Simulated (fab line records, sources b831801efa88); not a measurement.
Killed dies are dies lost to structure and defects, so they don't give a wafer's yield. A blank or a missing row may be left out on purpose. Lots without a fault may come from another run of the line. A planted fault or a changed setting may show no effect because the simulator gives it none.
fab line records | flow sky130
record lots=7 wafers=21 last_day=50
route steps=708 shown VT_ADJUST_LVTN@116 VT_ADJUST_NCORE@119 VT_ADJUST_HVTR@131 PAD_OPEN@708
lots that met no fault: from a run of the same line without faults
start_h: hours from the record's first day to the start of the lot's first wafer shown | wait_h: hours since the lot's step before | " the same as in the row above | L1.1+2: a row that stands for several wafers | - no value, or no start given | * or withheld: withheld | < > ~ a bound
route shown NAME@n: a module of which the file shows steps, and the number in the route of the first | usual: mean/standard deviation of fault-free wafers | same: alike in all rows | chamber/n: place in a boat | sites: the reading at each site | _std_site: their standard deviation | _edge_site: outer sites' mean less inner sites' | radius_mm: how far each site lies from the wafer's centre | mask NAME#n: copy n | behind: the tool/chamber that last shaped the wafer | hold: why the lot was held/for how many hours/how that ended | device: the transistor (n, p or np) that didn't switch | end of line: the same wafers' tests at the end of the route | a step without rows: its recipe alone | killed: dies lost to structure and defects at the first sort, not the wafer's yield | map: a wafer's dies, x killed, . not, _ none there
set.NAME: the setting as run; set.NAME@STEP: as run at that earlier step | model.NAME: the simulator's own value behind a step, which no gauge read
lots at some steps of the route; a table a step, a row a wafer
services: from which hour (start_h, from the record's first day; less than 0 if before it) a tool's chamber was out of use, for how many hours, and why
## steps
# step SKY_VT_ADJUST_LVTN_IMPLANT_19
# recipe species=B energy_kev=30 dose_cm2=6.5e+11 tilt_deg=withheld
# step SKY_VT_ADJUST_LVTN_STRIP_20
# recipe chemistry=O2/N2 power_w=1400 pressure_mtorr=1500 platen_temp_c=withheld o2_flow_sccm=3000 n2_flow_sccm=300 overash_fraction=0.5
# usual drypump_motor_current_A=5.49/0.16 o2_flow_sccm=3000/9.6 oes_product_au=0.716/0.0046 strip_time_to_endpoint_s=14.19/0.036
# columns lot.wafer tool chamber start_h wait_h drypump_motor_current_A o2_flow_sccm oes_product_au rf_hours_counter_h strip_time_to_endpoint_s
L705.3 plasma_asher-01 1 161.97 0.1 5.36 2980 0.706 - 14.21
L705.4 " 0 " " 5.21 3004 0.719 - 14.23
L705.6 " 0 " " 5.23 3001 0.722 - 14.25
L713.1 plasma_asher-02 1 222.45 0.1 5.56 3006 0.719 39 14.14
L713.2 " 0 " " 5.82 3015 0.721 39 14.20
L713.3 " 1 " " 5.57 2983 0.719 - 14.20
L715.2 plasma_asher-01 0 230.40 0.1 5.23 2996 0.715 56 14.20
L715.4 " 0 " " 5.24 2982 0.718 - 14.17
L715.6 " 1 " " 5.35 2991 0.717 - 14.21
L716.1 plasma_asher-01 1 238.09 0.1 5.30 3004 0.719 56 14.20
L716.4 " 1 " " 5.33 3013 0.715 - 14.19
L716.5 " 0 " " 5.24 3007 0.710 - 14.25
L721.2 plasma_asher-04 1 293.24 0.1 5.40 3003 0.717 18 14.15
L721.5 " 0 " " 5.59 2999 0.709 - 14.15
L721.6 " 1 " " 5.42 3015 0.714 - 14.17
L725.1 plasma_asher-01 1 303.39 0.1 5.36 3002 0.718 61 14.26
L725.4 " 1 " " 5.37 2987 0.721 - 14.18
L725.6 " 0 " " 5.26 3007 0.716 - 14.22
L726.1 plasma_asher-01 0 314.49 0.1 5.29 3004 0.707 62 14.18
L726.4 " 1 " " 5.40 2989 0.718 - 14.16
L726.6 " 1 " " 5.39 2994 0.711 - 14.17
# step SKY_VT_ADJUST_LVTN_TW_MEAS_21
# usual VT_ADJUST_LVTN_2_TW=188.9/1.5
# columns lot.wafer tool chamber start_h wait_h VT_ADJUST_LVTN_2_TW
L705.3 film_metro-03 - 162.06 0.1 189.3
L705.4 " - " " 189.5
L705.6 " - " " 189.4
L713.1 film_metro-04 - 222.55 0.1 187.4
L713.2 " - " " 188.1
L713.3 " - " " 187.3
L715.2 film_metro-02 - 230.51 0.1 186.9
L715.4 " - " " 188.1
L715.6 " - " " 187.6
L716.1 film_metro-02 - 238.19 0.1 188.2
L716.4 " - " " 187.0
L716.5 " - " " 188.0
L721.2 film_metro-02 - 293.35 0.1 187.1
L721.5 " - " " 187.2
L721.6 " - " " 186.6
L725.1 film_metro-03 - 303.49 0.1 190.7
L725.4 " - " " 191.0
L725.6 " - " " 189.9
L726.1 film_metro-04 - 314.59 0.1 187.9
L726.4 " - " " 187.9
L726.6 " - " " 188.5
# step SKY_VT_ADJUST_NCORE_DEHYDRATE_00
# recipe temp_c=200 time_s=60
# step SKY_VT_ADJUST_NCORE_HMDS_01
# recipe prime_time_s=60 prime_temp_c=120
# step SKY_VT_ADJUST_NCORE_COAT_02
# recipe resist=NOVOLAK spin_rpm=3000 resist_thk_nm=1140
# step SKY_VT_ADJUST_NCORE_SOFTBAKE_03
# recipe temp_c=90 time_s=60 resist=NOVOLAK
# step SKY_VT_ADJUST_NCORE_EXPOSE_04
# recipe mask_id=LVTN_COMPLEMENT_THIN na=0.6 source_shape=conventional sigma_outer=0.6 polarization=unpolarized target_cd_nm=380 dose_mj=139
# step SKY_VT_ADJUST_NCORE_PEB_05
# recipe temp_c=withheld time_s=* resist=NOVOLAK
# step SKY_VT_ADJUST_NCORE_DEVELOP_06
# recipe resist=NOVOLAK developer=TMAH develop_time_s=60 dev_temp_c=23
# step SKY_VT_ADJUST_NCORE_CD_MEAS_07
# recipe target_cd_nm=380
# usual cd_nm=379.3/2.6
# columns lot.wafer tool chamber start_h wait_h cd_nm
L705.3 cd_sem-02 - 182.29 0.1 379.7
L705.4 " - " " 380.6
L705.6 " - " " 379.9
L713.1 cd_sem-01 - 244.91 0.1 377.2
L713.2 " - " " 377.0
L713.3 " - " " 376.5
L715.2 cd_sem-01 - 253.48 0.1 378.7
L715.4 " - " " 381.6
L715.6 " - " " 380.3
L716.1 cd_sem-01 - 260.06 0.1 383.9
L716.4 " - " " 381.7
L716.5 " - " " 381.2
L721.2 cd_sem-02 - 319.48 0.1 381.6
L721.5 " - " " 380.3
L721.6 " - " " 381.1
L725.1 cd_sem-02 - 329.41 0.1 378.2
L725.4 " - " " 381.4
L725.6 " - " " 380.1
L726.1 cd_sem-02 - 340.51 0.1 378.4
L726.4 " - " " 379.6
L726.6 " - " " 380.6
# step SKY_VT_ADJUST_NCORE_OVL_MEAS_08
# usual VT_ADJUST_NCORE_OVL=0.6/1.4
# columns lot.wafer tool chamber start_h wait_h VT_ADJUST_NCORE_OVL[nm]
L705.3 overlay-02 - 182.39 0.1 1.7
L705.4 " - " " 1.6
L705.6 " - " " 1.5
L713.1 overlay-01 - 245.03 0.1 0.2
L713.2 " - " " 1.4
L713.3 " - " " 1.6
L715.2 overlay-01 - 253.59 0.1 1.6
L715.4 " - " " 2.0
L715.6 " - " " 1.7
L716.1 overlay-02 - 260.18 0.1 0.7
L716.4 " - " " -1.6
L716.5 " - " " -0.3
L721.2 overlay-02 - 319.59 0.1 -1.8
L721.5 " - " " -1.3
L721.6 " - " " 1.1
L725.1 overlay-01 - 329.53 0.1 2.4
L725.4 " - " " 2.4
L725.6 " - " " 1.5
L726.1 overlay-02 - 340.63 0.1 -0.3
L726.4 " - " " 0.6
L726.6 " - " " 0.3
# step SKY_VT_ADJUST_NCORE_IMPLANT_09
# recipe species=B energy_kev=10 dose_cm2=2.4e+12 tilt_deg=withheld
# usual beam_energy_keV=9.999/0.003
# columns lot.wafer tool chamber start_h wait_h beam_energy_keV
L705.3 implanter-03 0 182.46 0.1 9.999
L705.4 " 0 " " 9.997
L705.6 " 0 " " 9.998
L713.1 implanter-02 0 245.07 0.0 9.991
L713.2 " 0 " " 9.997
L713.3 " 0 " " 10.000
L713.1 implanter-02 0 245.38 0.3 10.004
L713.2 " 0 " " 10.005
L713.3 " 0 " " 10.007
L715.2 implanter-01 0 253.65 0.0 9.999
L715.4 " 0 " " 9.997
L715.6 " 0 " " 9.999
L716.1 implanter-03 0 260.22 0.0 9.994
L716.4 " 0 " " 9.999
L716.5 " 0 " " 10.000
L716.1 implanter-03 0 260.54 0.3 9.997
L716.4 " 0 " " 9.999
L716.5 " 0 " " 10.000
L721.2 implanter-02 0 319.64 0.0 9.999
L721.5 " 0 " " 9.997
L721.6 " 0 " " 9.999
L721.2 implanter-02 0 319.96 0.3 10.000
L721.5 " 0 " " 9.998
L721.6 " 0 " " 10.001
L725.1 implanter-01 0 329.57 0.0 10.000
L725.4 " 0 " " 9.994
L725.6 " 0 " " 10.000
L726.1 implanter-01 0 340.67 0.0 10.000
L726.4 " 0 " " 10.002
L726.6 " 0 " " 10.000
# step SKY_VT_ADJUST_NCORE_STRIP_10
# recipe chemistry=O2/N2 power_w=1400 pressure_mtorr=1500 platen_temp_c=withheld o2_flow_sccm=3000 n2_flow_sccm=300 overash_fraction=0.5
# usual drypump_motor_current_A=5.4/0.33 o2_flow_sccm=3000/8.7 oes_product_au=0.716/0.0051 strip_time_to_endpoint_s=14.19/0.046
# columns lot.wafer tool chamber start_h wait_h drypump_motor_current_A o2_flow_sccm oes_product_au rf_hours_counter_h strip_time_to_endpoint_s
L705.3 plasma_asher-01 0 182.59 0.1 5.3 3009 0.714 - 14.14
L705.4 " 1 " " 5.3 2996 0.712 - 14.08
L705.6 " 1 " " 5.4 2982 0.715 - 14.14
L713.1 plasma_asher-04 0 245.53 0.1 5.6 2994 0.713 12 14.21
L713.2 " 1 " " 5.4 3013 0.725 12 14.19
L713.3 " 1 " " 5.4 3000 0.712 - 14.19
L715.2 plasma_asher-03 0 253.77 0.1 4.8 3004 0.714 58 14.15
L715.4 " 1 " " 5.9 2984 0.714 - 14.12
L715.6 " 0 " " 4.8 3015 0.718 - 14.15
L716.1 plasma_asher-03 0 260.69 0.1 4.8 2993 0.706 59 14.13
L716.4 " 1 " " 5.9 3005 0.722 - 14.14
L716.5 " 0 " " 4.8 2987 0.716 - 14.18
L721.2 plasma_asher-01 0 320.08 0.1 5.3 2990 0.721 62 14.11
L721.5 " 0 " " 5.3 3007 0.715 - 14.13
L721.6 " 1 " " 5.3 3004 0.711 - 14.16
L725.1 plasma_asher-03 0 329.72 0.1 4.8 3000 0.718 65 14.16
L725.4 " 1 " " 5.9 2986 0.721 - 14.15
L725.6 " 1 " " 5.9 2984 0.708 - 14.17
L726.1 plasma_asher-03 1 340.82 0.1 5.8 2997 0.715 67 14.16
L726.4 " 1 " " 5.8 2990 0.722 - 14.12
L726.6 " 0 " " 4.8 3006 0.715 - 14.19
# step SKY_VT_ADJUST_NCORE_TW_MEAS_11
# usual VT_ADJUST_NCORE_TW=220.1/1.6
# columns lot.wafer tool chamber start_h wait_h VT_ADJUST_NCORE_TW
L705.3 film_metro-01 - 182.68 0.1 220.0
L705.4 " - " " 220.2
L705.6 " - " " 219.8
L713.1 film_metro-01 - 245.63 0.1 269.4
L713.2 " - " " 270.5
L713.3 " - " " 270.1
L715.2 film_metro-02 - 253.88 0.1 217.9
L715.4 " - " " 216.9
L715.6 " - " " 217.2
L716.1 film_metro-01 - 260.79 0.1 270.9
L716.4 " - " " 268.4
L716.5 " - " " 270.7
L721.2 film_metro-03 - 320.19 0.1 268.6
L721.5 " - " " 268.8
L721.6 " - " " 268.7
L725.1 film_metro-02 - 329.82 0.1 218.3
L725.4 " - " " 218.6
L725.6 " - " " 217.4
L726.1 film_metro-01 - 340.92 0.1 219.5
L726.4 " - " " 217.9
L726.6 " - " " 219.5
# step SKY_VT_ADJUST_HVTR_DEHYDRATE_00
# recipe temp_c=200 time_s=60
# step SKY_PAD_OPEN_PROBE_99
# usual killed_at_M0_to_M3=42/6.3 killed_at_M4_up=3.2/1.9 killed_at_contacts=24/5.8 killed_at_front_end=15/4.3 killed_at_other=0.2/0.62 killed_dies=85/9.3 killed_open=46/6.8 killed_short=38/6.1
# same gross_dies=492 killed_at_back_side=0
# columns lot.wafer tool chamber start_h wait_h killed_at_M0_to_M3 killed_at_M4_up killed_at_contacts killed_at_front_end killed_at_other killed_dies killed_open killed_short
L705.3 prober-01 - 1071.02 0.2 41 8 16 11 0 76 44 30
L705.4 prober-01 - 1071.07 0.2 37 6 22 14 0 79 45 34
L705.6 prober-01 - 1071.17 0.2 44 6 23 15 1 89 55 32
L726.1 prober-02 - 1189.74 0.1 38 2 30 13 0 83 44 39
L726.4 prober-02 - 1189.89 0.2 36 3 32 23 0 94 54 39
L726.6 prober-02 - 1189.99 0.2 46 0 37 9 0 92 45 47
# killed by level:class
L705.3 VIA1:geometric_particle:open=13 CONTACT:geometric_particle:open=9 METAL2:geometric_particle:short=7 VIA2:geometric_particle:open=5 VIA3:geometric_particle:short=5 FIELD_ISO:geometric_particle:short=4 FIELD_ISO:geometric_particle:open=3 LI_CONTACT:geometric_particle:open=3
L705.4 CONTACT:geometric_particle:open=8 VIA2:geometric_particle:open=8 VIA3:geometric_particle:open=8 LI_CONTACT:geometric_particle:open=6 LOCAL_INTERCONNECT:geometric_particle:short=5 VIA1:geometric_particle:open=5 FIELD_ISO:geometric_particle:open=3 FIELD_ISO:geometric_particle:short=3
L705.6 VIA1:geometric_particle:open=14 LI_CONTACT:geometric_particle:open=8 CONTACT:geometric_particle:open=7 VIA2:geometric_particle:open=6 VIA1:geometric_particle:short=5 METAL2:geometric_particle:short=5 FIELD_ISO:geometric_particle:open=4 LI_CONTACT:geometric_particle:short=4
L726.1 CONTACT:geometric_particle:open=11 METAL1:geometric_particle:short=9 LI_CONTACT:geometric_particle:open=7 VIA1:geometric_particle:open=5 VIA3:geometric_particle:open=5 POLY_GATE:geometric_particle:short=4 LOCAL_INTERCONNECT:geometric_particle:short=4 FIELD_ISO:geometric_particle:short=3
L726.4 CONTACT:geometric_particle:open=12 LI_CONTACT:geometric_particle:open=10 FIELD_ISO:geometric_particle:open=9 VIA1:geometric_particle:open=8 VIA1:geometric_particle:short=7 FIELD_ISO:geometric_particle:short=6 METAL1:geometric_particle:short=5 METAL2:geometric_particle:short=5
L726.6 CONTACT:geometric_particle:short=10 LI_CONTACT:geometric_particle:open=9 CONTACT:geometric_particle:open=9 VIA2:geometric_particle:open=9 VIA3:geometric_particle:open=8 METAL2:geometric_particle:short=7 VIA1:geometric_particle:open=7 LI_CONTACT:geometric_particle:short=5
## services
# columns tool chamber start_h hours kind
plasma_asher-04 - 160.57 2.8 repair
implanter-01 - 175.24 4.0 repair
implanter-01 - 188.42 3.1 repair
implanter-03 - 199.62 2.5 repair
implanter-03 - 220.40 5.0 pm
implanter-01 - 230.74 1.0 repair
plasma_asher-01 - 247.52 18.3 repair
implanter-02 - 259.48 3.7 repair
implanter-02 - 265.69 1.8 repair
implanter-01 - 274.66 4.4 repair
implanter-01 - 290.09 3.2 pm
implanter-01 - 303.57 0.7 repair
## key
first_sign step=SKY_VT_ADJUST_NCORE_IMPLANT_09 reading=visit direction=added
effect step=SKY_VT_ADJUST_NCORE_TW_MEAS_11 reading=VT_ADJUST_NCORE_TW direction=up sigmas=32 usual=220.1 struck=269.6
met_at SKY_VT_ADJUST_NCORE_IMPLANT_09
struck_wafers L713.1,L713.2,L713.3,L716.1,L716.4,L716.5,L721.2,L721.5,L721.6
tester_left_out L713,L716,L721
fault kind=repeated_step_whole tool=implanter-01,implanter-02,implanter-03 chamber=- onset_h=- steps=SKY_VT_ADJUST_NCORE_IMPLANT_09 times=1 scope=struck_lots_only
# tester_left_out: of these lots the tester's yield and bins aren't shown, on N5 and GAA mostly nor the transistor test; their killed dies are dies lost to structure and defects alone, not to doping, threshold or leakage, so they don't give the yield
